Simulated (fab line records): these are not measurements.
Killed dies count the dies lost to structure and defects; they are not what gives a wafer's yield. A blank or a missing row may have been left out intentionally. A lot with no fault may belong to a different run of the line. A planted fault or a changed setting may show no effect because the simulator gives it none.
fab line records	flow sky130
record: lots: 14	wafers: 42	last_day: 50
route steps=708 shown VIA1@479 PAD_OPEN@708
lots untouched by any fault: they come from a run of this same line in which no faults occurred
start_h: hours from the record's first day to the start of the lot's first wafer shown	wait_h: hours elapsed since this lot's preceding step	" unchanged from the row above	L1.1+2: a row that stands for several wafers	- no value, or no start was given	* or withheld: withheld	< > ~ a bound
route shown NAME@n: names a module that has steps shown in the file, with the first one's number in the route	usual: mean/standard deviation of fault-free wafers	same: alike in all rows	chamber/n: place in a boat	sites: per-site readings	_std_site: standard deviation across them	_edge_site: inner sites' mean taken away from outer sites' mean	radius_mm: for every site, how far away it sits from the centre of the wafer	mask NAME#n: copy n	behind: the last tool/chamber to shape the wafer	hold: cause of the lot's hold/its duration in hours/its outcome	device: transistor that didn't switch, given as n, p or np	end of line: the route-end tests of the same wafers	step lacking rows: just its recipe	killed: count of dies lost to structure and defects at first sort (not the wafer's yield)	map: a wafer's dies, x killed, . not, _ none there
set.NAME: the setting as run; set.NAME@STEP: as run at that earlier step	model.NAME: the simulator's own value behind a step, which no gauge read
a sample of lots followed through the steps of the route, with each step as a table and each wafer as a row
services: the hour from which a tool's chamber was out of use, counted from the record's first day as start_h (under 0 if before that day), plus the number of hours and why
== steps ==
step: SKY_VIA1_CVD_21
recipe: material: W	target_thk_nm: 270	time_s: 80.902	temp_c: 400	pressure_torr: 40
usual: heater_power_outer_w: 502/74	heater_power_w: 820/93
lot.wafer	tool	chamber	start_h	wait_h	heater_power_outer_w	heater_power_w
L252.1	cvd_w-01	0	780.25	0.0	604	950
L252.2	"	1	"	"	422	699
L252.6	"	0	"	"	621	964
L256.1	cvd_w-02	0	813.07	0.0	488	804
L256.5	"	0	"	"	497	800
L256.6	"	1	"	"	461	813
L259.4	cvd_w-01	1	868.88	0.1	425	719
L259.5	"	0	"	"	622	972
L259.6	"	1	"	"	426	709
L260.1	cvd_w-01	1	870.30	0.0	424	706
L260.2	"	0	"	"	613	939
L260.3	"	0	"	"	624	952
L262.1	cvd_w-02	0	870.65	0.0	490	803
L262.2	"	1	"	"	471	816
L262.5	"	1	"	"	477	820
L265.2	cvd_w-02	1	889.34	0.0	483	788
L265.3	"	1	"	"	478	836
L265.6	"	0	"	"	492	798
L267.1	cvd_w-02	0	901.74	0.0	499	811
L267.3	"	1	"	"	467	831
L267.5	"	1	"	"	480	813
L268.2	cvd_w-01	1	909.97	0.0	423	711
L268.3	"	0	"	"	623	930
L268.5	"	0	"	"	633	966
L269.1	cvd_w-01	1	952.78	0.0	424	735
L269.3	"	0	"	"	620	932
L269.4	"	1	"	"	441	713
L272.1	cvd_w-01	1	954.03	0.0	434	705
L272.2	"	0	"	"	617	962
L272.6	"	1	"	"	417	718
L273.3	cvd_w-02	1	957.77	0.1	451	759
L273.4	"	0	"	"	474	795
L273.6	"	0	"	"	476	760
L271.1	cvd_w-01	1	958.05	0.0	430	711
L271.2	"	0	"	"	637	977
L271.4	"	1	"	"	432	703
L274.2	cvd_w-02	0	958.36	0.0	481	767
L274.4	"	1	"	"	444	760
L274.5	"	1	"	"	439	768
L275.1	cvd_w-02	1	960.45	0.0	439	756
L275.3	"	1	"	"	452	745
L275.4	"	0	"	"	472	789
step: SKY_VIA1_RS_MEAS_22
recipe: thk_meas_gauge: four-point-probe	reads: W_of_VIA1_CVD_21+TiN_of_VIA1_SPUTTER_20
usual: VIA1_W_RS: 0.425/0.0048
lot.wafer	tool	chamber	start_h	wait_h	VIA1_W_RS[ohm/sq]
L252.1	film_metro-03	-	780.34	0.1	0.425
L252.2	"	-	"	"	0.427
L252.6	"	-	"	"	0.428
L256.1	film_metro-03	-	813.17	0.1	0.424
L256.5	"	-	"	"	0.424
L256.6	"	-	"	"	0.419
L259.4	film_metro-03	-	869.00	0.1	0.417
L259.5	"	-	"	"	0.428
L259.6	"	-	"	"	0.419
L260.1	film_metro-03	-	870.39	0.1	0.415
L260.2	"	-	"	"	0.424
L260.3	"	-	"	"	0.429
L262.1	film_metro-01	-	870.74	0.1	0.422
L262.2	"	-	"	"	0.423
L262.5	"	-	"	"	0.427
L265.2	film_metro-03	-	889.45	0.1	0.429
L265.3	"	-	"	"	0.431
L265.6	"	-	"	"	0.553
L267.1	film_metro-03	-	901.83	0.1	0.548
L267.3	"	-	"	"	0.421
L267.5	"	-	"	"	0.425
L268.2	film_metro-03	-	910.09	0.1	0.423
L268.3	"	-	"	"	0.424
L268.5	"	-	"	"	0.430
L269.1	film_metro-01	-	952.87	0.1	0.428
L269.3	"	-	"	"	0.425
L269.4	"	-	"	"	0.425
L272.1	film_metro-03	-	954.12	0.1	0.428
L272.2	"	-	"	"	0.428
L272.6	"	-	"	"	0.423
L273.3	film_metro-01	-	957.87	0.1	0.428
L273.4	"	-	"	"	0.416
L273.6	"	-	"	"	0.413
L271.1	film_metro-02	-	958.14	0.1	0.429
L271.2	"	-	"	"	0.426
L271.4	"	-	"	"	0.427
L274.2	film_metro-02	-	958.47	0.1	0.419
L274.4	"	-	"	"	0.431
L274.5	"	-	"	"	0.436
L275.1	film_metro-02	-	960.54	0.1	0.434
L275.3	"	-	"	"	0.428
L275.4	"	-	"	"	0.418
step: SKY_VIA1_THK_MEAS_23
recipe: thk_meas_gauge: xrf	reads: W_of_VIA1_CVD_21
usual: VIA1_W_THK: 271/3.1
lot.wafer	tool	chamber	start_h	wait_h	VIA1_W_THK[nm]
L252.1	film_metro-03	-	780.46	0.1	272
L252.2	"	-	"	"	269
L252.6	"	-	"	"	269
L256.1	film_metro-03	-	813.29	0.1	273
L256.5	"	-	"	"	272
L256.6	"	-	"	"	275
L259.4	film_metro-03	-	869.09	0.1	274
L259.5	"	-	"	"	266
L259.6	"	-	"	"	276
L260.1	film_metro-03	-	870.51	0.1	276
L260.2	"	-	"	"	272
L260.3	"	-	"	"	268
L262.1	film_metro-01	-	870.86	0.1	272
L262.2	"	-	"	"	272
L262.5	"	-	"	"	269
L265.2	film_metro-03	-	889.56	0.1	268
L265.3	"	-	"	"	266
L265.6	"	-	"	"	209
L267.1	film_metro-03	-	901.95	0.1	211
L267.3	"	-	"	"	274
L267.5	"	-	"	"	269
L268.2	film_metro-03	-	910.20	0.1	273
L268.3	"	-	"	"	270
L268.5	"	-	"	"	270
L269.1	film_metro-01	-	952.99	0.1	270
L269.3	"	-	"	"	270
L269.4	"	-	"	"	272
L272.1	film_metro-03	-	954.24	0.1	270
L272.2	"	-	"	"	269
L272.6	"	-	"	"	273
L273.3	film_metro-01	-	957.97	0.1	271
L273.4	"	-	"	"	277
L273.6	"	-	"	"	279
L271.1	film_metro-02	-	958.26	0.1	267
L271.2	"	-	"	"	268
L271.4	"	-	"	"	269
L274.2	film_metro-02	-	958.58	0.1	273
L274.4	"	-	"	"	266
L274.5	"	-	"	"	264
L275.1	film_metro-02	-	960.66	0.1	266
L275.3	"	-	"	"	270
L275.4	"	-	"	"	277
step: SKY_PAD_OPEN_PROBE_99
usual: defect_limited_yield: 82.5/2	killed_at_M0_to_M3: 44/7.1	killed_at_M4_up: 3.1/1.8	killed_at_contacts: 24/5.3	killed_at_front_end: 15/4.5	killed_at_other: 0.2/0.42	killed_dies: 86/9.6	killed_open: 46/6.9	killed_short: 40/6.4	sort_bin_3_pad_short: 0.8/0.36	sort_bin_5_function: 10.3/1.3	sort_bin_6_memory: 6.4/1.2	sort_n_pass: 406/9.6	sort_yield_pct: 82.5/2
same: gross_dies: 492	killed_at_back_side: 0	sort_bin_4_leakage[%]: 0	sort_bin_8_speed[%]: 0
lot.wafer	tool	chamber	start_h	wait_h	defect_limited_yield[%]	killed_at_M0_to_M3	killed_at_M4_up	killed_at_contacts	killed_at_front_end	killed_at_other	killed_dies	killed_open	killed_short	sort_bin_3_pad_short[%]	sort_bin_5_function[%]	sort_bin_6_memory[%]	sort_n_pass	sort_yield_pct[%]
L252.1	prober-01	-	1067.12	0.1	82.1	45	1	27	15	0	88	44	44	0.4	9.8	7.7	404	82.1
L252.2	prober-01	-	1067.17	0.1	85.6	37	3	17	14	0	71	30	41	0.8	7.1	6.5	421	85.6
L252.6	prober-01	-	1067.37	0.2	83.9	37	2	23	16	1	79	54	25	0.8	9.6	5.7	413	83.9
L256.1	prober-01	-	1089.62	0.1	84.6	40	6	17	13	0	76	44	32	0.8	8.5	6.1	416	84.6
L256.5	prober-01	-	1089.82	0.2	84.6	34	2	22	17	1	76	41	35	1.2	9.1	5.1	416	84.6
L256.6	prober-01	-	1089.87	0.2	81.5	43	4	29	15	0	91	45	46	0.4	12.0	6.1	401	81.5
L259.4	prober-02	-	1133.93	0.2	81.3	38	6	29	19	0	92	57	35	0.6	11.2	6.9	400	81.3
L259.5	prober-02	-	1133.98	0.2	81.9	42	2	20	24	1	89	42	47	1.0	10.2	6.9	403	81.9
L259.6	prober-02	-	1134.03	0.2	84.3	34	0	23	20	0	77	44	33	0.4	9.3	5.9	415	84.3
L262.1	prober-01	-	1134.41	0.1	83.7	40	3	23	14	0	80	50	30	0.8	11.0	4.5	412	83.7
L262.2	prober-01	-	1134.46	0.1	86.0	38	4	15	12	0	69	36	33	1.4	8.3	4.3	423	86.0
L262.5	prober-01	-	1134.61	0.2	82.3	39	4	25	19	0	87	43	44	1.0	10.8	5.9	405	82.3
L260.1	prober-02	-	1136.20	0.1	83.3	42	3	21	16	0	82	41	41	0.6	9.8	6.3	410	83.3
L260.2	prober-02	-	1136.25	0.1	84.1	35	3	17	22	1	78	45	33	1.0	9.1	5.7	414	84.1
L260.3	prober-02	-	1136.30	0.2	83.7	34	7	30	9	0	80	44	36	1.0	8.9	6.3	412	83.7
L265.2	prober-01	-	1148.88	0.1	80.9	51	1	25	17	0	94	57	37	1.6	10.2	7.3	398	80.9
L265.3	prober-01	-	1148.93	0.2	86.0	35	2	18	14	0	69	33	36	0.8	7.5	5.7	423	86.0
L265.6	prober-01	-	1149.08	0.2	86.4	27	4	15	21	0	67	42	25	0	9.3	4.3	425	86.4
L267.1	prober-02	-	1157.67	0.1	81.1	50	5	23	15	0	93	42	51	1.0	11.4	6.5	399	81.1
L267.3	prober-02	-	1157.77	0.2	82.5	52	1	19	13	1	86	43	43	1.0	11.0	5.5	406	82.5
L267.5	prober-02	-	1157.87	0.2	84.6	41	3	14	17	1	76	36	40	0.4	10.8	4.3	416	84.6
L268.2	prober-01	-	1161.52	0.1	80.3	48	5	21	22	1	97	48	49	1.8	9.6	8.3	395	80.3
L268.3	prober-01	-	1161.57	0.2	80.9	49	6	20	19	0	94	52	42	0.8	10.8	7.5	398	80.9
L268.5	prober-01	-	1161.67	0.2	80.7	46	5	26	18	0	95	42	53	1.0	12.4	5.9	397	80.7
L269.1	prober-01	-	1194.30	0.1	81.3	60	2	17	13	0	92	47	45	0.8	10.4	7.5	400	81.3
L269.3	prober-01	-	1194.40	0.2	81.5	44	2	22	23	0	91	52	39	0.8	11.2	6.5	401	81.5
L269.4	prober-01	-	1194.45	0.2	82.7	44	2	19	20	0	85	45	40	0.4	10.6	6.3	407	82.7
L272.1	prober-02	-	1195.02	0.1	80.7	39	7	29	20	0	95	53	42	0.6	11.4	7.3	397	80.7
L272.2	prober-02	-	1195.07	0.1	82.3	42	6	24	14	1	87	52	35	1.0	9.8	6.9	405	82.3
L272.6	prober-02	-	1195.27	0.2	83.1	39	2	29	13	0	83	40	43	1.0	10.2	5.7	409	83.1
L273.3	prober-01	-	1196.93	0.2	80.5	46	4	34	12	0	96	54	42	1.0	11.4	7.1	396	80.5
L273.4	prober-01	-	1196.98	0.2	82.9	51	4	15	14	0	84	44	40	1.0	10.0	6.1	408	82.9
L273.6	prober-01	-	1197.08	0.2	81.9	38	6	29	16	0	89	49	40	1.0	10.6	6.5	403	81.9
L274.2	prober-02	-	1196.97	0.1	81.7	51	2	25	12	0	90	50	40	0.8	11.0	6.5	402	81.7
L274.4	prober-02	-	1197.07	0.2	85.4	37	3	15	17	0	72	35	37	0.8	7.7	6.1	420	85.4
L274.5	prober-02	-	1197.12	0.2	81.7	47	3	21	19	0	90	51	39	0.8	12.0	5.5	402	81.7
L271.1	prober-01	-	1198.33	0.1	81.1	56	1	25	11	0	93	53	40	1.2	11.0	6.7	399	81.1
L271.2	prober-01	-	1198.38	0.1	85.6	37	2	22	10	0	71	45	26	0.4	10.0	4.1	421	85.6
L271.4	prober-01	-	1198.48	0.2	83.9	36	2	24	17	0	79	38	41	1.0	10.6	4.5	413	83.9
L275.1	prober-02	-	1198.35	0.1	78.7	51	4	28	21	1	105	54	51	1.2	11.4	8.7	387	78.7
L275.3	prober-02	-	1198.45	0.2	83.1	43	1	21	18	0	83	48	35	1.0	10.0	5.9	409	83.1
L275.4	prober-02	-	1198.50	0.2	82.9	34	4	33	13	0	84	39	45	0.8	8.5	7.7	408	82.9
killed by level:class
L252.1 CONTACT:geometric_particle:open=12 VIA1:geometric_particle:short=9 METAL1:geometric_particle:short=7 LI_CONTACT:geometric_particle:open=6 CONTACT:geometric_particle:short=6 VIA1:geometric_particle:open=6 METAL2:geometric_particle:short=6 FIELD_ISO:geometric_particle:open=5
L252.2 CONTACT:geometric_particle:open=7 VIA2:geometric_particle:short=7 VIA1:geometric_particle:open=6 CONTACT:geometric_particle:short=5 METAL3:geometric_particle:short=5 FIELD_ISO:geometric_particle:open=4 METAL2:geometric_particle:short=4 VIA3:geometric_particle:open=4
L252.6 LI_CONTACT:geometric_particle:open=10 FIELD_ISO:geometric_particle:open=8 CONTACT:geometric_particle:open=7 VIA1:geometric_particle:open=7 VIA2:geometric_particle:open=7 METAL2:geometric_particle:short=5 VIA3:geometric_particle:open=5 POLY_GATE:geometric_particle:open=4
L256.1 VIA1:geometric_particle:open=8 LI_CONTACT:geometric_particle:open=7 FIELD_ISO:geometric_particle:open=6 POLY_GATE:geometric_particle:short=6 VIA2:geometric_particle:open=6 METAL3:geometric_particle:short=5 CONTACT:geometric_particle:open=5 METAL2:geometric_particle:short=4
L256.5 CONTACT:geometric_particle:open=10 POLY_GATE:geometric_particle:short=7 VIA1:geometric_particle:open=7 VIA3:geometric_particle:open=7 METAL2:geometric_particle:short=6 CONTACT:geometric_particle:short=5 VIA2:geometric_particle:open=4 FIELD_ISO:geometric_particle:short=3
L256.6 CONTACT:geometric_particle:open=10 VIA1:geometric_particle:open=10 VIA1:geometric_particle:short=8 VIA2:geometric_particle:short=7 POLY_GATE:geometric_particle:short=6 LI_CONTACT:geometric_particle:open=6 CONTACT:geometric_particle:short=6 LI_CONTACT:geometric_particle:short=4
L259.4 CONTACT:geometric_particle:open=12 LI_CONTACT:geometric_particle:open=11 POLY_GATE:geometric_particle:short=9 VIA3:geometric_particle:open=8 VIA1:geometric_particle:open=7 FIELD_ISO:geometric_particle:open=6 METAL1:geometric_particle:short=5 VIA2:geometric_particle:open=5
L259.5 VIA1:geometric_particle:open=8 LI_CONTACT:geometric_particle:open=7 POLY_GATE:geometric_particle:short=6 POLY_GATE:geometric_particle:open=6 VIA1:geometric_particle:short=6 CONTACT:geometric_particle:short=5 VIA3:geometric_particle:open=5 VIA2:geometric_particle:open=5
L259.6 LI_CONTACT:geometric_particle:open=7 FIELD_ISO:geometric_particle:open=6 VIA3:geometric_particle:open=6 CONTACT:geometric_particle:open=6 VIA1:geometric_particle:open=6 CONTACT:geometric_particle:short=5 POLY_GATE:geometric_particle:short=4 POLY_GATE:geometric_particle:open=4
L262.1 VIA1:geometric_particle:open=11 LI_CONTACT:geometric_particle:open=8 VIA3:geometric_particle:open=8 CONTACT:geometric_particle:open=7 VIA3:geometric_particle:short=6 FIELD_ISO:geometric_particle:open=5 CONTACT:geometric_particle:short=4 SPACER:geometric_particle:open=3
L262.2 VIA1:geometric_particle:open=11 METAL2:geometric_particle:short=8 VIA1:geometric_particle:short=6 CONTACT:geometric_particle:open=5 POLY_GATE:geometric_particle:short=4 LI_CONTACT:geometric_particle:open=4 LOCAL_INTERCONNECT:geometric_particle:short=4 VIA3:geometric_particle:open=4
L262.5 FIELD_ISO:geometric_particle:short=8 VIA1:geometric_particle:open=8 VIA2:geometric_particle:open=8 METAL2:geometric_particle:short=7 FIELD_ISO:geometric_particle:open=6 LOCAL_INTERCONNECT:geometric_particle:short=6 CONTACT:geometric_particle:open=6 CONTACT:geometric_particle:short=5
L260.1 CONTACT:geometric_particle:open=9 VIA1:geometric_particle:open=8 FIELD_ISO:geometric_particle:short=7 LI_CONTACT:geometric_particle:open=6 VIA3:geometric_particle:open=6 METAL2:geometric_particle:short=5 METAL1:geometric_particle:short=5 POLY_GATE:geometric_particle:short=4
L260.2 CONTACT:geometric_particle:open=8 FIELD_ISO:geometric_particle:open=7 POLY_GATE:geometric_particle:open=7 FIELD_ISO:geometric_particle:short=6 VIA1:geometric_particle:open=6 VIA2:geometric_particle:open=5 VIA1:geometric_particle:short=5 METAL2:geometric_particle:short=4
L260.3 CONTACT:geometric_particle:open=10 LI_CONTACT:geometric_particle:open=8 LOCAL_INTERCONNECT:geometric_particle:short=6 VIA1:geometric_particle:open=6 VIA2:geometric_particle:open=6 METAL1:geometric_particle:short=5 VIA3:geometric_particle:open=5 METAL4:geometric_particle:short=5
L265.2 VIA1:geometric_particle:open=15 CONTACT:geometric_particle:open=10 LI_CONTACT:geometric_particle:open=9 VIA2:geometric_particle:open=9 VIA1:geometric_particle:short=8 METAL2:geometric_particle:short=7 POLY_GATE:geometric_particle:short=6 FIELD_ISO:geometric_particle:open=5
L265.3 LI_CONTACT:geometric_particle:open=8 VIA1:geometric_particle:short=7 FIELD_ISO:geometric_particle:short=5 VIA1:geometric_particle:open=5 VIA2:geometric_particle:open=5 VIA2:geometric_particle:short=5 FIELD_ISO:geometric_particle:open=4 METAL2:geometric_particle:short=4
L265.6 VIA1:geometric_particle:open=8 LI_CONTACT:geometric_particle:open=6 FIELD_ISO:geometric_particle:open=5 POLY_GATE:geometric_particle:open=5 POLY_GATE:geometric_particle:short=5 CONTACT:geometric_particle:open=5 METAL2:geometric_particle:short=4 VIA2:geometric_particle:open=4
L267.1 VIA1:geometric_particle:open=12 VIA1:geometric_particle:short=11 CONTACT:geometric_particle:open=10 METAL2:geometric_particle:short=6 FIELD_ISO:geometric_particle:short=5 CONTACT:geometric_particle:short=5 METAL1:geometric_particle:short=5 VIA3:geometric_particle:open=5
L267.3 VIA1:geometric_particle:open=12 METAL2:geometric_particle:short=9 LI_CONTACT:geometric_particle:open=8 VIA2:geometric_particle:open=7 METAL1:geometric_particle:short=6 FIELD_ISO:geometric_particle:short=5 CONTACT:geometric_particle:open=5 VIA1:geometric_particle:short=5
L267.5 VIA1:geometric_particle:open=10 FIELD_ISO:geometric_particle:short=5 CONTACT:geometric_particle:open=5 VIA1:geometric_particle:short=5 VIA2:geometric_particle:open=5 POLY_GATE:geometric_particle:short=4 METAL2:geometric_particle:short=4 VIA3:geometric_particle:open=4
L268.2 VIA3:geometric_particle:open=10 FIELD_ISO:geometric_particle:open=8 VIA1:geometric_particle:open=7 CONTACT:geometric_particle:open=6 VIA2:geometric_particle:open=6 FIELD_ISO:geometric_particle:short=5 LI_CONTACT:geometric_particle:open=5 LOCAL_INTERCONNECT:geometric_particle:short=5
L268.3 LI_CONTACT:geometric_particle:open=9 VIA1:geometric_particle:short=9 VIA2:geometric_particle:open=9 VIA3:geometric_particle:open=9 CONTACT:geometric_particle:open=7 METAL1:geometric_particle:short=6 VIA1:geometric_particle:open=6 POLY_GATE:geometric_particle:short=5
L268.5 VIA1:geometric_particle:short=11 CONTACT:geometric_particle:open=10 VIA1:geometric_particle:open=6 CONTACT:geometric_particle:short=6 FIELD_ISO:geometric_particle:open=5 FIELD_ISO:geometric_particle:short=5 LI_CONTACT:geometric_particle:open=5 METAL2:geometric_particle:short=5
L269.1 VIA1:geometric_particle:open=17 METAL2:geometric_particle:short=8 VIA2:geometric_particle:open=8 CONTACT:geometric_particle:open=7 METAL1:geometric_particle:short=7 VIA1:geometric_particle:short=5 FIELD_ISO:geometric_particle:short=4 LOCAL_INTERCONNECT:geometric_particle:short=4
L269.3 VIA1:geometric_particle:open=9 VIA3:geometric_particle:open=8 VIA2:geometric_particle:open=7 LI_CONTACT:geometric_particle:open=6 CONTACT:geometric_particle:open=6 FIELD_ISO:geometric_particle:short=5 POLY_GATE:geometric_particle:open=5 POLY_GATE:geometric_particle:short=5
L269.4 VIA1:geometric_particle:open=13 CONTACT:geometric_particle:open=7 FIELD_ISO:geometric_particle:short=6 METAL1:geometric_particle:short=6 CONTACT:geometric_particle:short=5 VIA1:geometric_particle:short=5 VIA2:geometric_particle:open=5 POLY_GATE:geometric_particle:open=4
L272.1 CONTACT:geometric_particle:open=10 FIELD_ISO:geometric_particle:open=8 VIA3:geometric_particle:open=8 METAL1:geometric_particle:short=7 VIA1:geometric_particle:open=7 LI_CONTACT:geometric_particle:open=6 METAL4:geometric_particle:short=6 FIELD_ISO:geometric_particle:short=5
L272.2 LI_CONTACT:geometric_particle:open=9 VIA1:geometric_particle:open=9 CONTACT:geometric_particle:open=8 METAL1:geometric_particle:short=7 VIA2:geometric_particle:open=6 METAL2:geometric_particle:short=5 VIA2:geometric_particle:short=5 VIA3:geometric_particle:open=5
L272.6 CONTACT:geometric_particle:open=10 LI_CONTACT:geometric_particle:open=9 VIA1:geometric_particle:open=7 METAL2:geometric_particle:short=7 METAL1:geometric_particle:short=6 POLY_GATE:geometric_particle:short=5 VIA2:geometric_particle:open=5 LI_CONTACT:geometric_particle:short=4
L273.3 CONTACT:geometric_particle:open=14 VIA2:geometric_particle:open=11 VIA1:geometric_particle:open=8 LI_CONTACT:geometric_particle:open=6 LOCAL_INTERCONNECT:geometric_particle:short=5 METAL2:geometric_particle:short=5 VIA3:geometric_particle:open=5 METAL1:geometric_particle:short=4
L274.2 CONTACT:geometric_particle:open=10 VIA1:geometric_particle:open=9 METAL1:geometric_particle:short=8 VIA3:geometric_particle:open=8 VIA1:geometric_particle:short=7 LI_CONTACT:geometric_particle:open=6 VIA2:geometric_particle:open=6 VIA3:geometric_particle:short=5
L273.4 METAL2:geometric_particle:short=10 VIA1:geometric_particle:open=9 VIA3:geometric_particle:open=7 VIA1:geometric_particle:short=6 CONTACT:geometric_particle:open=6 FIELD_ISO:geometric_particle:open=5 LI_CONTACT:geometric_particle:open=4 VIA2:geometric_particle:open=4
L274.4 FIELD_ISO:geometric_particle:short=7 VIA1:geometric_particle:open=7 VIA2:geometric_particle:open=6 LI_CONTACT:geometric_particle:open=6 CONTACT:geometric_particle:open=4 METAL1:geometric_particle:short=4 VIA3:geometric_particle:open=4 VIA3:geometric_particle:short=4
L273.6 VIA1:geometric_particle:open=15 LI_CONTACT:geometric_particle:open=9 LOCAL_INTERCONNECT:geometric_particle:short=6 CONTACT:geometric_particle:open=5 METAL2:geometric_particle:short=5 METAL4:geometric_particle:short=5 FIELD_ISO:geometric_particle:short=4 METAL1:geometric_particle:short=4
L274.5 FIELD_ISO:geometric_particle:open=9 CONTACT:geometric_particle:open=9 VIA2:geometric_particle:open=9 VIA1:geometric_particle:open=8 METAL1:geometric_particle:short=7 LI_CONTACT:geometric_particle:open=6 VIA1:geometric_particle:short=5 POLY_GATE:geometric_particle:short=4
L271.1 VIA1:geometric_particle:open=13 VIA1:geometric_particle:short=9 LI_CONTACT:geometric_particle:open=8 VIA3:geometric_particle:open=8 VIA2:geometric_particle:open=7 CONTACT:geometric_particle:open=6 METAL1:geometric_particle:short=5 VIA3:geometric_particle:short=5
L275.1 VIA3:geometric_particle:open=10 VIA1:geometric_particle:open=9 POLY_GATE:geometric_particle:open=7 CONTACT:geometric_particle:open=7 CONTACT:geometric_particle:short=7 METAL2:geometric_particle:short=6 LI_CONTACT:geometric_particle:open=6 VIA2:geometric_particle:open=6
L271.2 VIA1:geometric_particle:open=15 LI_CONTACT:geometric_particle:open=9 CONTACT:geometric_particle:open=6 FIELD_ISO:geometric_particle:short=5 VIA3:geometric_particle:open=5 METAL1:geometric_particle:short=5 LOCAL_INTERCONNECT:geometric_particle:short=4 VIA1:geometric_particle:short=3
L275.3 CONTACT:geometric_particle:open=13 VIA1:geometric_particle:open=7 METAL2:geometric_particle:short=7 VIA3:geometric_particle:short=7 POLY_GATE:geometric_particle:open=5 VIA2:geometric_particle:open=5 VIA3:geometric_particle:open=5 METAL1:geometric_particle:short=4
L271.4 CONTACT:geometric_particle:open=10 FIELD_ISO:geometric_particle:short=6 VIA3:geometric_particle:open=6 LI_CONTACT:geometric_particle:open=5 METAL1:geometric_particle:short=5 METAL2:geometric_particle:short=5 VIA2:geometric_particle:short=5 POLY_GATE:geometric_particle:open=4
L275.4 CONTACT:geometric_particle:open=12 LI_CONTACT:geometric_particle:open=8 VIA1:geometric_particle:open=8 CONTACT:geometric_particle:short=6 VIA1:geometric_particle:short=6 METAL1:geometric_particle:short=5 LI_CONTACT:geometric_particle:short=4 VIA2:geometric_particle:open=4
== services ==
tool	chamber	start_h	hours	kind
cvd_w-02	0	857.65	3.9	repair
cvd_w-02	-	904.00	14.0	pm
cvd_w-02	0	904.00	14.0	vent_cycle
cvd_w-02	1	904.00	14.0	vent_cycle
cvd_w-01	0	917.89	2.3	repair
cvd_w-02	0	918.00	-	clean
cvd_w-02	1	918.00	-	clean
== key ==
first_sign: step: SKY_VIA1_RS_MEAS_22	reading: VIA1_W_RS	direction: up	sigmas: 26	usual: 0.425	struck: 0.550
effect: step: SKY_VIA1_THK_MEAS_23	reading: VIA1_W_THK	direction: down	sigmas: 20	usual: 271	struck: 210
met_at SKY_VIA1_CVD_21
struck_lots L265,L267
struck_wafers L265.6,L267.1
onset_between 870.65 889.34
fault: kind: process_parameter_drift	tool: cvd_w-02	chamber: 0	onset_h: 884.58	steps: SKY_VIA1_CVD_21	channel: target_thk_nm	offset: -60.509	shape: step	end_h: 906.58	acts_in: these_recipes_only	stated: 270
